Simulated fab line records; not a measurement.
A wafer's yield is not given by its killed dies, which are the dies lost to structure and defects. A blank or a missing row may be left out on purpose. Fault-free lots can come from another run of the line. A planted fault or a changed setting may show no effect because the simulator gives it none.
Which tool was responsible?    flow gf180mcu    Sampling: 14 lots, 42 wafers, 3 of 602 route steps

WHAT THE GAUGES SHOWED, per wafer
GF_M3_OVL_MEAS_15.
lot   measured      on          M3_OVL (nm)
L623  day 21 11:59  overlay-02  2 0 4
L624  day 22 02:05  overlay-01  6 8 0
L628  day 23 06:17  overlay-02  3 -4 7
L634  day 26 00:14  overlay-01  -9 -3 -4
L635  day 26 06:02  overlay-01  5 2 4
L636  day 26 19:41  overlay-01  3 6 4
L638  day 27 01:35  overlay-02  0 4 4
L637  day 27 01:56  overlay-02  -1 -3 -3
L639  day 27 03:53  overlay-01  -3 -1 4
L641  day 27 21:16  overlay-01  7 4 7
L640  day 27 22:23  overlay-01  -3 -2 -5
L644  day 28 17:31  overlay-01  6 5 13
L645  day 28 23:26  overlay-02  3 -3 2
L646  day 29 03:56  overlay-02  -3 5 2

GF_V3_THK_MEAS_25: measures by xrf.
lot   measured      on             V3_W_THK (nm)
L623  day 22 13:54  film metro-02  351 355 346
L624  day 23 03:35  film metro-02  346 345 344
L628  day 24 06:55  film metro-04  354 353 352
L634  day 27 00:10  film metro-02  355 354 346
L635  day 27 04:59  film metro-02  345 344 354
L636  day 27 18:47  film metro-02  341 344 341
L638  day 28 00:28  film metro-03  352 356 355
L637  day 28 01:01  film metro-04  353 352 351
L639  day 28 02:23  film metro-02  349 354 344
L641  day 28 19:26  film metro-03  349 346 343
L640  day 28 20:41  film metro-03  338 345 344
L644  day 29 15:09  film metro-04  362 361 356
L645  day 29 21:34  film metro-04  354 355 358
L646  day 30 01:22  film metro-03  344 341 346

EACH LOT AND THE TOOL THAT RAN IT (in order: tool; ch and the chambers of the sampled wafers; start)
lot   GF_M3_METAL_ETCH_16
L623  rie metal-01 ch 0,1, day 21 12:01
L624  rie metal-03 ch 0, day 22 02:07
L628  rie metal-01 ch 0,1, day 23 06:19
L634  rie metal-01 ch 1, day 26 00:16
L635  rie metal-01 ch 0,1, day 26 06:04
L636  rie metal-01 ch 1, day 26 19:44
L638  rie metal-01 ch 1, day 27 01:38
L637  rie metal-02 ch 0,1, day 27 01:58
L639  rie metal-01 ch 1, day 27 03:57
L641  rie metal-02 ch 0,1, day 27 21:18
L640  rie metal-01 ch 0,1, day 27 22:25
L644  rie metal-01 ch 0, day 28 17:33
L645  rie metal-03 ch 0,1, day 28 23:29
L646  rie metal-03 ch 0, day 29 03:58
- GF_M3_METAL_ETCH_16: etches the open film in Cl2/BCl3, stops on SiO2, target depth 627.5 nm, time 104.6 s.

WHAT THE TOOLS THEMSELVES READ (means of the sampled wafers that have a number; where no wafer has one, the mark that the record gives instead)
GF_M3_METAL_ETCH_16.
lot   tool          drypump motor current A (A)  he backside leak sccm (sccm)  oes product au (a.u.)  rf fwd power W (W)  throttle valve pct (%)
L623  rie metal-01  5.7                          3.4                           0.975                  794.2               28.253
L624  rie metal-03  6.3                          3.3                           0.973                  798.1               28.240
L628  rie metal-01  5.7                          3.3                           0.975                  794.5               28.255
L634  rie metal-01  6.0                          3.2                           0.981                  798.2               28.244
L635  rie metal-01  5.3                          3.4                           0.978                  794.0               28.248
L636  rie metal-01  6.0                          3.2                           0.963                  792.7               28.255
L638  rie metal-01  6.0                          3.2                           0.972                  793.9               28.258
L637  rie metal-02  5.9                          3.5                           0.967                  797.8               28.255
L639  rie metal-01  6.0                          3.0                           0.972                  795.4               28.245
L641  rie metal-02  6.0                          3.5                           0.978                  797.4               28.240
L640  rie metal-01  5.7                          3.4                           0.969                  796.2               28.263
L644  rie metal-01  5.0                          3.5                           0.974                  800.1               28.243
L645  rie metal-03  5.8                          3.1                           0.973                  792.8               28.253
L646  rie metal-03  6.3                          3.3                           0.971                  796.3               28.257

THE ANSWER, worked out from the rows above alone
Rule: usual is defined by the lots themselves. Put in order of their means at a reading, lots are off if they are a third of the lots or fewer, leave a main group of 4 or more, and stand apart from it by a gap of 3 or more times the standard deviation of the main group's means; of several such gaps the widest counts. If all means in a main group match to the digits the tables above print for the reading, that group is not used. Also off: a lot with no number at a reading for which 4 or more lots have one. Any other lot the step has rows for is counted as sound. First the gauges in route order, then the tools' own readings, where a lot's mean is used as printed above. At the first step where some lot is off, the reading lying furthest off is the one used; lots without a number count as furthest.
None of the lots is off at any reading shown; this tells nothing.

WHAT THE SIMULATOR HAD INSERTED
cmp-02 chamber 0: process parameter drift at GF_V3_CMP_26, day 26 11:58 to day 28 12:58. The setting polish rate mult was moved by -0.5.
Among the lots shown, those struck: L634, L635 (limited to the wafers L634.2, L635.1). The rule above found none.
